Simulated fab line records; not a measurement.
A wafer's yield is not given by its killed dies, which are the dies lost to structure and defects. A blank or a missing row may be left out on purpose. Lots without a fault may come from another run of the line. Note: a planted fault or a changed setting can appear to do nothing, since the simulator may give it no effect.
Check of tool commonality || flow gf180mcu || 12 lots, 36 wafers sampled

REASON IT WAS OPENED
2 of 12 lots carry a flag on the reading LVPWELL_TW at GF_LVPWELL_TW_MEAS_11. Fault-free wafers read 557, with a standard deviation of 5.8.
Rule: a lot gets a flag if all its wafers with a number sit over 4 standard deviations from that mean, or if no wafer of it has a number. As for the other lots, they are considered sound.

{"lot": "L774", "measured": "day 4 01:25", "on": "filmMetro-03", "LVPWELL_TW, wafer by wafer": "558 559 556", "flag": ""}
{"lot": "L775", "measured": "day 4 07:58", "on": "filmMetro-02", "LVPWELL_TW, wafer by wafer": "560 564 561", "flag": ""}
{"lot": "L776", "measured": "day 4 15:17", "on": "filmMetro-04", "LVPWELL_TW, wafer by wafer": "548 546 546", "flag": ""}
{"lot": "L780", "measured": "day 5 11:28", "on": "filmMetro-03", "LVPWELL_TW, wafer by wafer": "558 561 560", "flag": ""}
{"lot": "L786", "measured": "day 7 00:09", "on": "filmMetro-04", "LVPWELL_TW, wafer by wafer": "796 797 801", "flag": "FLAGGED"}
{"lot": "L787", "measured": "day 7 05:07", "on": "filmMetro-03", "LVPWELL_TW, wafer by wafer": "801 800 802", "flag": "FLAGGED"}
{"lot": "L788", "measured": "day 7 10:59", "on": "filmMetro-02", "LVPWELL_TW, wafer by wafer": "565 562 563", "flag": ""}
{"lot": "L789", "measured": "day 7 15:29", "on": "filmMetro-02", "LVPWELL_TW, wafer by wafer": "563 564 566", "flag": ""}
{"lot": "L790", "measured": "day 7 20:41", "on": "filmMetro-03", "LVPWELL_TW, wafer by wafer": "555 555 556", "flag": ""}
{"lot": "L791", "measured": "day 8 01:14", "on": "filmMetro-02", "LVPWELL_TW, wafer by wafer": "568 566 564", "flag": ""}
{"lot": "L792", "measured": "day 8 06:20", "on": "filmMetro-02", "LVPWELL_TW, wafer by wafer": "565 566 565", "flag": ""}
{"lot": "L794", "measured": "day 8 18:02", "on": "filmMetro-03", "LVPWELL_TW, wafer by wafer": "556 554 553", "flag": ""}
Average over the flagged lots: 800; offset from the usual +242, equal to +42 standard deviations.

EACH LOT AND THE TOOL IT RAN ON
The record keeps 1 process step preceding the reading, out of 602 steps on the route. Each cell gives the tool, then ch followed by the chambers the sampled wafers passed through, then the start.
{"lot": "L774", "flag": "", "GF_LVPWELL_IMPLANT_08": "implanter-01 ch 0, day 4 01:02"}
{"lot": "L775", "flag": "", "GF_LVPWELL_IMPLANT_08": "implanter-01 ch 0, day 4 07:34"}
{"lot": "L776", "flag": "", "GF_LVPWELL_IMPLANT_08": "implanter-02 ch 0, day 4 14:53"}
{"lot": "L780", "flag": "", "GF_LVPWELL_IMPLANT_08": "implanter-03 ch 0, day 5 11:02"}
{"lot": "L786", "flag": "FLAGGED", "GF_LVPWELL_IMPLANT_08": "implanter-01 ch 0, day 6 23:45"}
{"lot": "L787", "flag": "FLAGGED", "GF_LVPWELL_IMPLANT_08": "implanter-01 ch 0, day 7 04:45"}
{"lot": "L788", "flag": "", "GF_LVPWELL_IMPLANT_08": "implanter-02 ch 0, day 7 10:35"}
{"lot": "L789", "flag": "", "GF_LVPWELL_IMPLANT_08": "implanter-02 ch 0, day 7 15:06"}
{"lot": "L790", "flag": "", "GF_LVPWELL_IMPLANT_08": "implanter-02 ch 0, day 7 20:18"}
{"lot": "L791", "flag": "", "GF_LVPWELL_IMPLANT_08": "implanter-03 ch 0, day 8 00:50"}
{"lot": "L792", "flag": "", "GF_LVPWELL_IMPLANT_08": "implanter-02 ch 0, day 8 05:59"}
{"lot": "L794", "flag": "", "GF_LVPWELL_IMPLANT_08": "implanter-02 ch 0, day 8 17:39"}
What is done by these steps:
- GF_LVPWELL_IMPLANT_08
- GF_LVPWELL_TW_MEAS_11

FLAGGED AGAINST TOTAL, ONE TOOL AT A TIME (gauges that did the reading follow at the end)
{"step": "GF_LVPWELL_IMPLANT_08", "tool": "implanter-01", "lots run": 4, "flagged": 2, "share of the flagged lots": "all", "sound lots run after its first flagged lot": 0}
{"step": "GF_LVPWELL_IMPLANT_08", "tool": "implanter-02", "lots run": 6, "flagged": 0, "share of the flagged lots": "none", "sound lots run after its first flagged lot": "-"}
{"step": "GF_LVPWELL_IMPLANT_08", "tool": "implanter-03", "lots run": 2, "flagged": 0, "share of the flagged lots": "none", "sound lots run after its first flagged lot": "-"}
{"step": "GF_LVPWELL_TW_MEAS_11", "tool": "filmMetro-02", "lots run": 5, "flagged": 0, "share of the flagged lots": "none", "sound lots run after its first flagged lot": "-"}
{"step": "GF_LVPWELL_TW_MEAS_11", "tool": "filmMetro-03", "lots run": 5, "flagged": 1, "share of the flagged lots": "some", "sound lots run after its first flagged lot": "2 (L790,L794)"}
{"step": "GF_LVPWELL_TW_MEAS_11", "tool": "filmMetro-04", "lots run": 2, "flagged": 1, "share of the flagged lots": "some", "sound lots run after its first flagged lot": 0}

THE TABLE: WHAT IT ALLOWS
Rows of the table that ran each flagged lot: 1, that is implanter-01 at GF_LVPWELL_IMPLANT_08.
- implanter-01 at GF_LVPWELL_IMPLANT_08 ran 4 lots, 2 of them flagged. A fault beginning between L775 (day 4 07:34), its last sound lot, and L786 (day 6 23:45), its first flagged one, fits the data. Its own readings (doseIonsCm2, faradayCurrentUA) fall more than 4 standard deviations out on all wafers of the flagged lots.
Left over: one tool, implanter-01 at GF_LVPWELL_IMPLANT_08.

WHAT THE SIMULATOR HAD INSERTED
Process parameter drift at GF_LVPWELL_IMPLANT_08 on implanter-01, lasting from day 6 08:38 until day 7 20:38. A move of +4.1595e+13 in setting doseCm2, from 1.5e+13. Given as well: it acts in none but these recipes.
Struck lots among those shown: L786, L787. The rule above found the same.
